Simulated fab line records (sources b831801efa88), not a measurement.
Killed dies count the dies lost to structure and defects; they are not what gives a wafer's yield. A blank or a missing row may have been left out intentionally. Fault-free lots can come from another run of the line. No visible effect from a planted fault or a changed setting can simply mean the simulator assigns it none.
Which tool did it? | flow sky130 | Sampling: 6 lots, 18 wafers, 4 of 708 route steps

## WHAT THE GAUGES READ, wafer by wafer
SKY_LDD_LDN_OVL_MEAS_07.
lot  | measured     | on         | LDD_LDN_OVL (nm)
L715 | day 23 05:29 | overlay-02 | 1.9 0.8 -0.2
L717 | day 24 14:50 | overlay-01 | -1.4 -2.1 0.0
L722 | day 25 16:40 | overlay-02 | 74.5 73.6 74.6
L724 | day 26 09:34 | overlay-02 | 0.4 0.5 -0.3
L728 | day 27 20:22 | overlay-01 | -0.8 0.9 1.1
L737 | day 30 20:18 | overlay-02 | -0.1 -0.3 -0.2

## EACH LOT AND THE TOOL THAT RAN IT (in order: tool; ch and the chambers of the sampled wafers; start)
lot  | SKY_LDD_P_STRIP_10                  | SKY_LDD_HVP_STRIP_09                | SKY_LDD_LDN_EXPOSE_04
L715 | plasmaAsher-02 ch 0,1, day 19 08:28 | plasmaAsher-03 ch 0,1, day 21 23:40 | ilineStepper-02 ch 0, day 22 14:59
L717 | plasmaAsher-01 ch 0,1, day 20 20:13 | plasmaAsher-04 ch 0,1, day 23 09:17 | ilineStepper-01 ch 0, day 24 00:32
L722 | plasmaAsher-02 ch 0,1, day 21 22:35 | plasmaAsher-01 ch 0,1, day 24 11:40 | ilineStepper-02 ch 0, day 25 02:10
L724 | plasmaAsher-01 ch 0,1, day 22 16:47 | plasmaAsher-03 ch 0,1, day 25 03:34 | ilineStepper-01 ch 0, day 25 18:57
L728 | plasmaAsher-03 ch 0,1, day 24 05:46 | plasmaAsher-04 ch 0,1, day 26 15:55 | ilineStepper-01 ch 0, day 27 06:35
L737 | plasmaAsher-01 ch 0,1, day 27 07:18 | plasmaAsher-04 ch 0,1, day 29 16:24 | ilineStepper-01 ch 0, day 30 05:50
- SKY_LDD_P_STRIP_10: strips in O2/N2.
- SKY_LDD_HVP_STRIP_09: strips in O2/N2.
- SKY_LDD_LDN_EXPOSE_04: exposes mask LDNTM, target cd 700 nm.

## THE ANSWER, worked out from the rows above alone
Rule: the usual values come from the lots themselves. Put in order of their means at a reading, lots are off if they are a third of the lots or fewer, leave a main group of 4 or more, and stand apart from it by a gap of 3 or more times the standard deviation of the main group's means; of several such gaps the widest counts. The tables above print the reading to a certain number of digits; a main group whose means all agree to those digits is not used. Also off: a lot with no number at a reading for which 4 or more lots have one. Where the step has rows for the other lots, those lots are counted as sound.
Off: L722, at SKY_LDD_LDN_OVL_MEAS_07 (LDD_LDN_OVL). Mean 0.0 nm and standard deviation 0.68 in the main group.
If a tool, at a process step before that reading, ran all the lots that are off and no sound lot after the first of them, it fits. Those tools and the gauges at SKY_LDD_LDN_OVL_MEAS_07 are tried in the same way. Can't be told from this: 3 tools fit, plasmaAsher-02 at SKY_LDD_P_STRIP_10, plasmaAsher-01 at SKY_LDD_HVP_STRIP_09, ilineStepper-02 at SKY_LDD_LDN_EXPOSE_04.

## WHAT THE SIMULATOR HAD PUT IN
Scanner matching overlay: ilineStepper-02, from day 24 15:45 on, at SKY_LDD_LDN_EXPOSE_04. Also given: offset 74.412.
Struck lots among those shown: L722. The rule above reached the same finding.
